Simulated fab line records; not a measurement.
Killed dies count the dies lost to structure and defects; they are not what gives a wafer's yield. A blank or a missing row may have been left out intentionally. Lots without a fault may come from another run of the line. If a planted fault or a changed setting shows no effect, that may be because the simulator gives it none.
Comparing a struck lot with a sound one    flow sky130    40 out of 708 route steps
Sound: wafers L409.4, L409.5, L409.6. Wafers struck: L407.2, L407.3, L407.5. The cause comes at the end.
At each step with rows: each side's tool, then ch and its chambers, then its first start. Under that, the readings that differ: sound wafers    struck wafers    difference of the means    sigmas: that difference in standard deviations of wafers without a fault.
alike: readings with means less than 2 such deviations apart, plus words and numbers identical on both sides. not compared: withheld readings, readings lacking a value on some wafer, bounds such as >300 that could conceal the same value, and numbers that have no deviation in the record and whose values overlap.
A row with sigmas, a row that says differs or no value, or rows on one side alone: a step with any of these is where the two part. Numbers that have no deviation but don't overlap get no sigmas and don't part them. Lack of a reading on every wafer of one side parts them only where that side has two or more wafers.

first, 4 steps without rows for these wafers: SKY_VIA2_STRIP_17 (strips in post etch residue remover, time 1200 s); SKY_VIA2_CLEAN_18 (cleans in IPA, time 180 s); SKY_VIA2_CLEAN_19 (cleans in O3/DIW); SKY_VIA2_SPUTTER_20 (material TiN, target thk 20 nm, time 80 s).
SKY_VIA2_CVD_21: deposits W, target thk 420 nm, time 126.4 s.
  sound on cvd w-01 ch 0,1, day 41 07:50; struck on cvd w-01 ch 0,1, day 40 19:58
  alike: heater power w
SKY_VIA2_RS_MEAS_22: a four-point-probe measurement.
  sound on film metro-04, day 41 07:59; struck on film metro-01, day 40 20:07
  alike: VIA2_W_RS
SKY_VIA2_THK_MEAS_23: measures by xrf.
  sound on film metro-04, day 41 08:04; struck on film metro-01, day 40 20:14
  alike: VIA2_W_THK
then, 1 step without rows for these wafers: SKY_VIA2_CMP_24 (polishes, stops on SiO2, t overpolish 20 s, target thk 0 nm).
SKY_METAL3_SPUTTER_00: material Ti, target thk 15 nm, time 10 s.
  sound on pvd sputter-03, day 41 08:26; struck on pvd sputter-02, day 40 20:35
  alike: cathode dc power W, chamber pressure pa, throttle valve pct
then, 3 steps without rows for these wafers: SKY_METAL3_SPUTTER_01 (material TiN, target thk 20 nm, time 16.7 s); SKY_METAL3_SPUTTER_02 (material AlCu, target thk 735 nm, time 39.1 s); SKY_METAL3_SPUTTER_03 (material Ti, target thk 5 nm, time 3.3 s).
SKY_METAL3_SPUTTER_04: material TiN, target thk 70 nm, time 58.3 s.
  sound on pvd sputter-03, day 41 08:32; struck on pvd sputter-02, day 40 20:41
  no value came back on the struck wafers for cathode dc power W (W), chamber pressure pa (Pa), throttle valve pct (%); on the sound wafers cathode dc power W (W) reads 6499.7 6500.3 6498.5
SKY_CAPM_CVD_00: deposits SiO2, target thk 15.5 nm.
  sound on pecvd-01 ch 1,2, day 41 08:35; struck on pecvd-01 ch 0,1, day 40 20:44
  alike: heater power w, rf fwd power W
SKY_CAPM_SPUTTER_02: material TiN, target thk 200 nm, time 166.7 s.
  sound on pvd sputter-01, day 41 08:41; struck on pvd sputter-04, day 40 20:49
  alike: cathode dc power W, chamber pressure pa, substrate temp c, throttle valve pct
then, 7 steps without rows for these wafers: SKY_CAPM_DEHYDRATE_05 (time 60 s); SKY_CAPM_HMDS_06 (prime time 60 s); SKY_CAPM_COAT_07 (resist thk 1140 nm); SKY_CAPM_SOFTBAKE_08 (time 60 s); SKY_CAPM_EXPOSE_09 (exposes mask CAPM, target cd 1000 nm); SKY_CAPM_PEB_10; SKY_CAPM_DEVELOP_11 (develop time 60 s).
SKY_CAPM_OVL_MEAS_12:
  sound on overlay-02, day 42 08:29; struck on overlay-02, day 41 20:46
  alike: CAPM_OVL
then, 13 steps without rows for these wafers: SKY_CAPM_METAL_ETCH_13 (etches TiN in Cl2/BCl3, stops on SiO2, target depth 220 nm, time 62.9 s); SKY_CAPM_STRIP_14 (strips in O2/N2); SKY_CAPM_STRIP_15 (strips in post etch residue remover, time 1200 s); SKY_CAPM_CLEAN_16 (cleans in IPA, time 180 s); SKY_CAPM_CLEAN_17 (cleans in O3/DIW); SKY_METAL3_DEHYDRATE_05 (time 60 s); SKY_METAL3_HMDS_06 (prime time 60 s); SKY_METAL3_COAT_07 (resist thk 60 nm); SKY_METAL3_COAT_08 (resist thk 1140 nm); SKY_METAL3_SOFTBAKE_09 (time 90 s); SKY_METAL3_EXPOSE_10 (exposes mask MM3, target cd 300 nm); SKY_METAL3_PEB_11; SKY_METAL3_DEVELOP_12 (develop time 60 s).
SKY_METAL3_CD_MEAS_13 targets a cd of 300 nm.
  sound on cd sem-02, day 43 08:23; struck on cd sem-01, day 42 21:12
  alike: cd nm
SKY_METAL3_OVL_MEAS_14:
  sound on overlay-01, day 43 08:28; struck on overlay-01, day 42 21:19
  alike: METAL3_OVL
SKY_METAL3_DESCUM_15: chemistry O2, time 8 s.
  sound on rie metal-02 ch 0,1, day 43 08:30; struck on rie metal-04 ch 0,1, day 42 21:20
reading             sound              struck             difference  sigmas
rf fwd power W (W)  147.9 147.3 148.7  145.8 146.8 145.8  -1.8        -2
  alike: drypump motor current A, oes product au
  not compared: rf hours counter h
SKY_METAL3_METAL_ETCH_18: etches the open film in Cl2/BCl3, stops on SiO2, target depth 845 nm, time 183.1 s.
  sound on rie metal-01 ch 0,1, day 43 08:42; struck on rie metal-01 ch 0,1, day 42 21:29
reading                 sound                 struck                difference  sigmas
oes product au (a.u.)   0.860 0.849 0.858     0.834 0.833 0.831     -0.023      -4
throttle valve pct (%)  22.289 22.268 22.259  22.250 22.256 22.247  -0.021      -2
  alike: drypump motor current A, rf fwd power W
  not compared: rf hours counter h

WHERE THEY PART
First at SKY_METAL3_SPUTTER_04; last, within this record, at SKY_METAL3_METAL_ETCH_18.

WHY: what had been put in by the simulator
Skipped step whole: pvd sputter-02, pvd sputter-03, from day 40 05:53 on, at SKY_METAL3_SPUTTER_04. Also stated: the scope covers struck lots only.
